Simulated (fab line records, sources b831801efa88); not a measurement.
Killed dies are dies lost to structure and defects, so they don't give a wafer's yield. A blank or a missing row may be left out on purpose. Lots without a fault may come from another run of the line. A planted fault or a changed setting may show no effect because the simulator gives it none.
Which tool did it? | flow gf180mcu | 6 lots, 18 wafers sampled, at 1 step of a route of 602

WHAT THE GAUGES READ, wafer by wafer
GF_M5_CD_MEAS_07: target cd 280 nm.
lot  | measured     | on        | cd_nm (nm)
L964 | day 26 15:49 | cd_sem-01 | 279.5 278.6 278.3
L969 | day 28 08:25 | cd_sem-02 | 280.4 280.4 280.3
L977 | day 30 18:22 | cd_sem-01 | 282.0 281.6 281.1
L979 | day 31 03:52 | cd_sem-01 | 279.0 278.5 278.5
L981 | day 31 19:48 | cd_sem-01 | 280.1 280.8 280.3
L985 | day 32 17:01 | cd_sem-01 | 276.3 276.2 277.6

WHICH TOOL RAN EACH LOT (tool, then ch and the chambers of the sampled wafers, then the start)
The record holds no process step before these readings.

THE ANSWER, worked out from the rows above alone
Rule: what is usual is taken from the lots themselves. Put in order of their means at a reading, lots are off if they are a third of the lots or fewer, leave a main group of 4 or more, and stand apart from it by a gap of 3 or more times the standard deviation of the main group's means; of several such gaps the widest counts. A main group whose means are all the same, to the digits that the tables above print for the reading, isn't used. A lot without any number at a reading at which 4 lots or more have one is off too. The other lots that the step has rows for count as sound.
No lot is off at any reading shown: from this, nothing can be told.

WHAT THE SIMULATOR HAD PUT IN
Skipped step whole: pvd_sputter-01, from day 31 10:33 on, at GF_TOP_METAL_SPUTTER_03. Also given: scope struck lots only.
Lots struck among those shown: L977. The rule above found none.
